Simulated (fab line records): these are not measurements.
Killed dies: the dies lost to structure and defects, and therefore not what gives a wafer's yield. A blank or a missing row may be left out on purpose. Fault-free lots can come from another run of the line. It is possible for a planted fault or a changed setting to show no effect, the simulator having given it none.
A single fault, viewed from 2 desks || flow sky130 || what lay behind the numbers comes last; until then each desk has only its own

== TOOL OWNER'S DESK, lithoTrack-04 ==
The tool's own readings at SKY_LDD_P_DEVELOP_06 (develop time 60 s): means of the sampled wafers that have a number, for each lot that ran on this tool. Any lot whose mean is over 4 standard deviations away from the usual mean is out of limits and marked OUT; that distance is given in the brackets.
Columns: A = resistLineTempC at SKY_LDD_P_DEVELOP_06, usual 23.00 C
{"lot": "L168", "first seen here": "day 20 19:13", "A": 23.15}
{"lot": "L170", "first seen here": "day 21 02:16", "A": 22.89}
{"lot": "L173", "first seen here": "day 22 05:12", "A": 22.87}
{"lot": "L176", "first seen here": "day 23 01:01", "A": 23.04}
{"lot": "L183", "first seen here": "day 25 22:45", "A": 22.98}
{"lot": "L187", "first seen here": "day 27 08:21", "A": 22.99}
This desk found nothing out of limits on any of the 6 lots.

== FROM THE METROLOGY DESK ==
What the gauges read for every lot (on any tool): the sampled wafers with a number, averaged. Any lot whose mean is over 4 standard deviations away from the usual mean is out of limits and marked OUT; that distance is given in the brackets.
Columns: A = cdNm at SKY_LDD_P_CD_MEAS_07, usual 379.7 nm
{"lot": "L166", "first seen here": "day 19 23:59", "A": 382.1}
{"lot": "L168", "first seen here": "day 20 19:22", "A": 379.5}
{"lot": "L170", "first seen here": "day 21 02:25", "A": 380.8}
{"lot": "L172", "first seen here": "day 21 20:10", "A": 382.9}
{"lot": "L173", "first seen here": "day 22 05:21", "A": "299.8 (-35) OUT"}
{"lot": "L175", "first seen here": "day 22 20:43", "A": 381.4}
{"lot": "L176", "first seen here": "day 23 01:10", "A": "314.8 (-28) OUT"}
{"lot": "L177", "first seen here": "day 23 14:01", "A": 380.7}
{"lot": "L183", "first seen here": "day 25 22:54", "A": 379.3}
{"lot": "L182", "first seen here": "day 26 03:28", "A": 380.2}
{"lot": "L184", "first seen here": "day 26 09:32", "A": 376.4}
{"lot": "L187", "first seen here": "day 27 08:30", "A": 377.0}
This desk finds L173, L176 out of limits, L173 being first, at day 22 05:21 (cdNm at SKY_LDD_P_CD_MEAS_07). In limits: L166, L168, L170, L172, L175, L177, L183, L182, L184, L187.

== PUT TOGETHER ==
On L173, L176, the metrology desk was in a position to raise an alarm at day 22 05:21.
The tool owner's desk saw nothing out of limits.
The tool owner's desk has L173, L176 on record, within its limits.
SKY_LDD_P_DEVELOP_06 was run on lithoTrack-04 by each of the lots named.

== WHAT THE SIMULATOR HAD INSERTED ==
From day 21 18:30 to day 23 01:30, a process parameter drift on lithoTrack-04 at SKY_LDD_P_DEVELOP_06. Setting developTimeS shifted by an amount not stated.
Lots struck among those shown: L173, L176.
Hours from the fault's start to each desk's first reading out of limits: the metrology desk, 11.
